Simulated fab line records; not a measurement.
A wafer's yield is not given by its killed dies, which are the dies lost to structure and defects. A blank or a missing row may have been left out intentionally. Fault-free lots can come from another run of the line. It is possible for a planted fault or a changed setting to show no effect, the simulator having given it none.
Matching of chambers / flow sky130 / SKY_CONTACT_CVD_00 on pecvd-04 has 3 sister chambers
The step deposits Si3N4, target thk 75 nm. 24 wafers are shown with their chamber, then 12 later ones without.

EACH WAFER AND ITS CHAMBER
wafer=L075.1; chamber=2; heater-power-w (W)=623
wafer=L075.2; chamber=1; heater-power-w (W)=514
wafer=L075.5; chamber=1; heater-power-w (W)=494
wafer=L078.1; chamber=0; heater-power-w (W)=850
wafer=L078.2; chamber=1; heater-power-w (W)=610
wafer=L078.3; chamber=2; heater-power-w (W)=582
wafer=L078.4; chamber=2; heater-power-w (W)=585
wafer=L078.5; chamber=0; heater-power-w (W)=819
wafer=L078.6; chamber=1; heater-power-w (W)=495
wafer=L079.2; chamber=1; heater-power-w (W)=585
wafer=L079.4; chamber=0; heater-power-w (W)=822
wafer=L079.6; chamber=1; heater-power-w (W)=566
wafer=L083.1; chamber=0; heater-power-w (W)=856
wafer=L083.2; chamber=2; heater-power-w (W)=624
wafer=L083.3; chamber=1; heater-power-w (W)=536
wafer=L083.4; chamber=0; heater-power-w (W)=836
wafer=L083.5; chamber=1; heater-power-w (W)=527
wafer=L083.6; chamber=2; heater-power-w (W)=646
wafer=L084.2; chamber=0; heater-power-w (W)=884
wafer=L084.3; chamber=1; heater-power-w (W)=608
wafer=L084.5; chamber=0; heater-power-w (W)=875
wafer=L086.2; chamber=1; heater-power-w (W)=566
wafer=L086.4; chamber=2; heater-power-w (W)=674
wafer=L086.5; chamber=1; heater-power-w (W)=551

SIGNATURES (means of the wafers above)
reading=heater-power-w; chamber 0=848.86; chamber 1=550.18; chamber 2=622.33; scatter within a chamber=35.8
Rule: for each reading, subtract the chamber's mean from the wafer's reading, divide by that reading's scatter and square the result; add these up over the readings and take the root, which gives the wafer's distance from the chamber. The wafer belongs to the nearest chamber; if the next one is less than 2 further off, it can't be placed. The scatter: the root of (the sum of the squares of (reading less its chamber's mean) over the shown wafers, divided by (wafers less chambers)).

WAFERS MISSING THEIR CHAMBER
wafer=L090.1; heater-power-w (W)=592
wafer=L090.2; heater-power-w (W)=601
wafer=L090.6; heater-power-w (W)=611
wafer=L091.1; heater-power-w (W)=803
wafer=L091.2; heater-power-w (W)=697
wafer=L091.3; heater-power-w (W)=574
wafer=L091.4; heater-power-w (W)=819
wafer=L091.5; heater-power-w (W)=571
wafer=L091.6; heater-power-w (W)=716
wafer=L097.2; heater-power-w (W)=565
wafer=L097.3; heater-power-w (W)=662
wafer=L097.5; heater-power-w (W)=668

THE CHAMBER EACH PASSED THROUGH
wafer=L090.1; from the rows above=can't be placed: 2 or 1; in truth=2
wafer=L090.2; from the rows above=can't be placed: 2 or 1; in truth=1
wafer=L090.6; from the rows above=can't be placed: 2 or 1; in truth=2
wafer=L091.1; from the rows above=0; in truth=0
wafer=L091.2; from the rows above=2; in truth=2
wafer=L091.3; from the rows above=can't be placed: 1 or 2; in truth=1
wafer=L091.4; from the rows above=0; in truth=0
wafer=L091.5; from the rows above=can't be placed: 1 or 2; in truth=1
wafer=L091.6; from the rows above=can't be placed: 2 or 0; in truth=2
wafer=L097.2; from the rows above=can't be placed: 1 or 2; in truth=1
wafer=L097.3; from the rows above=2; in truth=2
wafer=L097.5; from the rows above=2; in truth=2
5 of 12 placed correctly. Cannot be placed on the basis of these rows: 7; the candidates contain the true chamber in 7. Number placed wrongly: 0.
